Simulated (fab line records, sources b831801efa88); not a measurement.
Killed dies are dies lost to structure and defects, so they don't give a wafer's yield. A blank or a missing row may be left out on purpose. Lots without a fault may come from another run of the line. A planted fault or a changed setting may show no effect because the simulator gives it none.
Which tool did it? | flow sky130 | 12 lots, 36 wafers sampled, at 2 steps of a route of 708

WHAT THE GAUGES READ, wafer by wafer
SKY_METAL1_RS_MEAS_05: measures by four-point-probe.
lot  | measured     | on            | METAL1_ALCU_RS (ohm/sq)
L075 | day 32 04:56 | film_metro-03 | 0.1262 0.1273 0.1266
L077 | day 32 21:50 | film_metro-03 | 0.1261 0.1242 0.1254
L079 | day 33 15:56 | film_metro-01 | 0.1260 0.1251 0.1257
L081 | day 34 13:28 | film_metro-03 | 0.1252 0.1258 0.1255
L083 | day 34 20:42 | film_metro-04 | 0.1250 0.1254 0.1247
L085 | day 35 15:04 | film_metro-03 | 0.1274 0.1272 0.1281
L087 | day 36 10:52 | film_metro-04 | 0.1261 0.1278 0.1278
L089 | day 37 00:26 | film_metro-04 | 0.1282 0.1280 0.1276
L091 | day 37 11:46 | film_metro-04 | 0.1234 0.1244 0.1242
L093 | day 38 01:40 | film_metro-04 | 0.1256 0.1266 0.1262
L095 | day 38 17:25 | film_metro-04 | 0.1278 0.1278 0.1264
L097 | day 39 07:03 | film_metro-04 | 0.1249 0.1253 0.1254

WHICH TOOL RAN EACH LOT (tool, then ch and the chambers of the sampled wafers, then the start)
lot  | SKY_METAL1_SPUTTER_04
L075 | pvd_sputter-01, day 32 04:53
L077 | pvd_sputter-04, day 32 21:44
L079 | pvd_sputter-04, day 33 15:54
L081 | pvd_sputter-02, day 34 13:21
L083 | pvd_sputter-04, day 34 20:38
L085 | pvd_sputter-04, day 35 14:56
L087 | pvd_sputter-02, day 36 10:49
L089 | pvd_sputter-02, day 37 00:23
L091 | pvd_sputter-02, day 37 11:41
L093 | pvd_sputter-01, day 38 01:32
L095 | pvd_sputter-01, day 38 17:20
L097 | pvd_sputter-01, day 39 07:00
- SKY_METAL1_SPUTTER_04: material TiN, target thk 70 nm, time 58.3 s.

THE ANSWER, worked out from the rows above alone
Rule: what is usual is taken from the lots themselves. Put in order of their means at a reading, lots are off if they are a third of the lots or fewer, leave a main group of 4 or more, and stand apart from it by a gap of 3 or more times the standard deviation of the main group's means; of several such gaps the widest counts. A main group whose means are all the same, to the digits that the tables above print for the reading, isn't used. A lot without any number at a reading at which 4 lots or more have one is off too. The other lots that the step has rows for count as sound.
No lot is off at any reading shown: from this, nothing can be told.

WHAT THE SIMULATOR HAD PUT IN
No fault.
